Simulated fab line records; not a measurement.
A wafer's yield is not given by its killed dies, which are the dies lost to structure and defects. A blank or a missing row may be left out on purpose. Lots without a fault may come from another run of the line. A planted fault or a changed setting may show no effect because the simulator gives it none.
A single fault, viewed from 2 desks | flow sky130 | every desk sees just its own numbers, and what lay behind them comes last

## FOR THE TOOL OWNER'S DESK: furnace-01
The tool's own readings at SKY_GATE_OXIDE_OXIDATION_16 (stabilise 600 s, purge 300 s, target thk 3.57 nm): means of the sampled wafers that have a number, for each lot that ran on this tool. If a lot's mean is further than 4 standard deviations from the usual mean, the lot is out of limits and carries the mark OUT (the distance appears in the brackets).
Columns: A = spike_tc_upper_C at SKY_GATE_OXIDE_OXIDATION_16, usual 801.4 C
lot  | first seen here | A
L764 | day 15 20:28    | 803.4
L781 | day 21 18:26    | 803.7
L782 | day 22 04:42    | 802.3
Result from this desk: across the 3 lots, nothing is out of limits.

## METROLOGY DESK
What the gauges read, lot by lot, whatever tool the lot ran on: means of the sampled wafers that have a number. If a lot's mean is further than 4 standard deviations from the usual mean, the lot is out of limits and carries the mark OUT (the distance appears in the brackets).
Columns: A = GATE_OXIDE_OVL at SKY_GATE_OXIDE_OVL_MEAS_10, usual 0.0 nm; B = GATE_OXIDE_TW at SKY_GATE_OXIDE_TW_MEAS_14, usual 219.9
lot  | first seen here | A    | B
L759 | day 13 15:04    | -0.2 | 221.0
L761 | day 14 09:04    | 1.2  | 220.6
L762 | day 14 20:29    | -0.1 | 223.0
L764 | day 15 19:43    | 0.8  | 218.8
L781 | day 21 17:56    | -0.8 | 220.4
L782 | day 22 03:25    | 1.0  | 217.0
Result from this desk: across the 6 lots, nothing is out of limits.

## ALL TOGETHER
Nothing out of limits was seen by the tool owner's desk.
Metrology desk: nothing out of limits seen.

## WHAT THE SIMULATOR PUT IN
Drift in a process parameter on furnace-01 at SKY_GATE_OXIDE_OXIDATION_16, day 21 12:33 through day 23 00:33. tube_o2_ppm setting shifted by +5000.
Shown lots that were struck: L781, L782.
